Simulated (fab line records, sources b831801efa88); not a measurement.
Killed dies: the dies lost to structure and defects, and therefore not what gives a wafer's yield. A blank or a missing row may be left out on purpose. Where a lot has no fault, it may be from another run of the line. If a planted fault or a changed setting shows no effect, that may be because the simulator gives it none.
One fault seen from 2 desks	flow gf180mcu	numbers are kept per desk, each desk with only its own; the story behind them comes last

THE TOOL OWNER'S DESK: cvd-w-01
The tool's own readings at GF_CONTACT_CVD_24 (deposits W, target thk 300 nm, time 90.339 s): means of the sampled wafers that have a number, for each lot that ran on this tool. A lot is out of limits, marked OUT, if its mean lies more than 4 standard deviations from the usual mean; the brackets give that distance.
Columns: A = heater-power-w at GF_CONTACT_CVD_24, usual 860 W; B = susceptor-temp-C at GF_CONTACT_CVD_24, usual 399.99 C
lot	first seen here	A	B
L987	day 16 17:48	849	400.05
L990	day 17 19:20	1014	399.98
L991	day 17 23:35	847	400.08
L100	day 21 06:43	882	400.23
L101	day 21 15:10	769	399.98
L102	day 22 03:19	888	400.00
L109	day 24 12:37	852	399.95
Finding of this desk: none of the 7 lots has anything out of limits.

FROM THE METROLOGY DESK
Lot by lot, what the gauges showed, no matter which tool ran the lot: averages of those sampled wafers that carry a number. A lot is out of limits, marked OUT, if its mean lies more than 4 standard deviations from the usual mean; the brackets give that distance.
Columns: A = HV_LDD_CVD_56_THK at GF_HV_LDD_THK_MEAS_57, usual 89.4 nm; B = cd-nm at GF_PSD_CD_MEAS_07, usual 401.1 nm; C = CONTACT_W_RS at GF_CONTACT_RS_MEAS_25, usual 0.383 ohm/sq; D = CONTACT_W_THK at GF_CONTACT_THK_MEAS_26, usual 301 nm; E = M2_ALCU_RS at GF_M2_RS_MEAS_05, usual 0.0694 ohm/sq
lot	first seen here	A	B	C	D	E
L986	day 12 15:03	90.1	401.4	0.390	302	0.0693
L987	day 13 01:32	89.8	398.7	0.383	299	0.0688
L988	day 13 07:11	90.3	397.3	0.386	298	0.0686
L990	day 14 00:43	89.5	400.3	0.391	296	0.0688
L991	day 14 05:22	88.0	401.4	0.383	298	0.0690
L992	day 14 17:44	89.2	402.2	0.380	309	0.0690
L993	day 14 21:41	88.6	400.4	0.383	305	0.0695
L100	day 17 05:07	90.4	401.4	0.325 (-11) OUT	361 (+12) OUT	0.0712
L101	day 17 12:38	89.1	398.2	0.269 (-22) OUT	423 (+24) OUT	0.0692
L102	day 17 23:41	89.5	401.4	0.325 (-11) OUT	370 (+14) OUT	0.0688
L108	day 19 18:31	91.3	401.1	0.387	296	0.0705
L109	day 20 14:20	88.6	401.1	0.374	304	0.0702
This desk's result: L100, L101, L102 out of limits, first on L100 (CONTACT_W_RS at GF_CONTACT_RS_MEAS_25), day 21 06:50. In limits: L986, L987, L988, L990, L991, L992, L993, L108, L109.

BROUGHT TOGETHER
Metrology desk: alarm possible at day 21 06:50 on L100, L101, L102.
Nothing out of limits was seen by the tool owner's desk.
The tool owner's desk has L100, L101, L102 on record, within its limits.
GF_CONTACT_CVD_24 was run on cvd-w-01 by each of the lots named.

WHAT HAD BEEN PUT IN BY THE SIMULATOR
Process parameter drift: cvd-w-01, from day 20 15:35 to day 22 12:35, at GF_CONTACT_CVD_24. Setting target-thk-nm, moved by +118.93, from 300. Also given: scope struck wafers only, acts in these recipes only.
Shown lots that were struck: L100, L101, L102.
Per desk, hours elapsed from the start of the fault to the first reading out of limits: for the metrology desk, 15.
